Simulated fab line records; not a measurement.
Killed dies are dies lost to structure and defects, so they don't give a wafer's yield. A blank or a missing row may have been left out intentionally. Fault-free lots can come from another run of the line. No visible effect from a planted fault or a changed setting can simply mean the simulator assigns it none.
Matching of chambers / flow sky130 / SKY_CONTACT_CMP_04 on cmp-02 has 4 sister chambers
The step polishes SiO2. 8 wafers are shown with their chamber, then 8 later ones without.

## WAFERS, EACH WITH ITS CHAMBER
wafer=L168.3; chamber=0; motor-current-A (A)=11.4; time-to-endpoint-s (s)=77
wafer=L171.1; chamber=2; motor-current-A (A)=12.0; time-to-endpoint-s (s)=82
wafer=L171.2; chamber=0; motor-current-A (A)=11.1; time-to-endpoint-s (s)=77
wafer=L171.6; chamber=1; motor-current-A (A)=12.6; time-to-endpoint-s (s)=75
wafer=L173.3; chamber=3; motor-current-A (A)=9.8; time-to-endpoint-s (s)=77
wafer=L173.4; chamber=2; motor-current-A (A)=12.3; time-to-endpoint-s (s)=79
wafer=L173.6; chamber=3; motor-current-A (A)=10.3; time-to-endpoint-s (s)=75
wafer=L174.2; chamber=1; motor-current-A (A)=12.6; time-to-endpoint-s (s)=68

## WAFERS WITHOUT THEIR CHAMBER
wafer=L174.4; motor-current-A (A)=9.9; time-to-endpoint-s (s)=69
wafer=L174.6; motor-current-A (A)=11.9; time-to-endpoint-s (s)=76
wafer=L175.3; motor-current-A (A)=12.3; time-to-endpoint-s (s)=73
wafer=L175.4; motor-current-A (A)=11.6; time-to-endpoint-s (s)=76
wafer=L175.6; motor-current-A (A)=12.6; time-to-endpoint-s (s)=74
wafer=L179.1; motor-current-A (A)=11.6; time-to-endpoint-s (s)=71
wafer=L179.2; motor-current-A (A)=12.9; time-to-endpoint-s (s)=74
wafer=L179.5; motor-current-A (A)=12.3; time-to-endpoint-s (s)=70

## CHAMBER TAKEN BY EACH
wafer=L174.4; from the rows above=3; in truth=3
wafer=L174.6; from the rows above=can't be placed: 2 or 0 or 1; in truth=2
wafer=L175.3; from the rows above=can't be placed: 1 or 2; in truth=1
wafer=L175.4; from the rows above=can't be placed: 0 or 2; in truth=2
wafer=L175.6; from the rows above=1; in truth=1
wafer=L179.1; from the rows above=can't be placed: 0 or 2 or 1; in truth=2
wafer=L179.2; from the rows above=1; in truth=1
wafer=L179.5; from the rows above=1; in truth=1
Correctly placed: 4 of 8. Can't be placed from these rows: 4 (the true chamber is among the candidates in 4). Placed wrongly: 0.
How it was worked out, from the rows above alone: a wafer's distance from a chamber is the root of the sum, over the readings, of the square of ((its reading less the chamber's mean) divided by the reading's scatter). If the next closest chamber is less than 2 further off than the closest, the wafer can't be placed; otherwise it belongs to the closest. A chamber's mean is the mean of its shown wafers. The scatter is the square root of a quotient: the sum, over the shown wafers, of each reading's squared deviation from its chamber's mean, divided by wafers minus chambers.
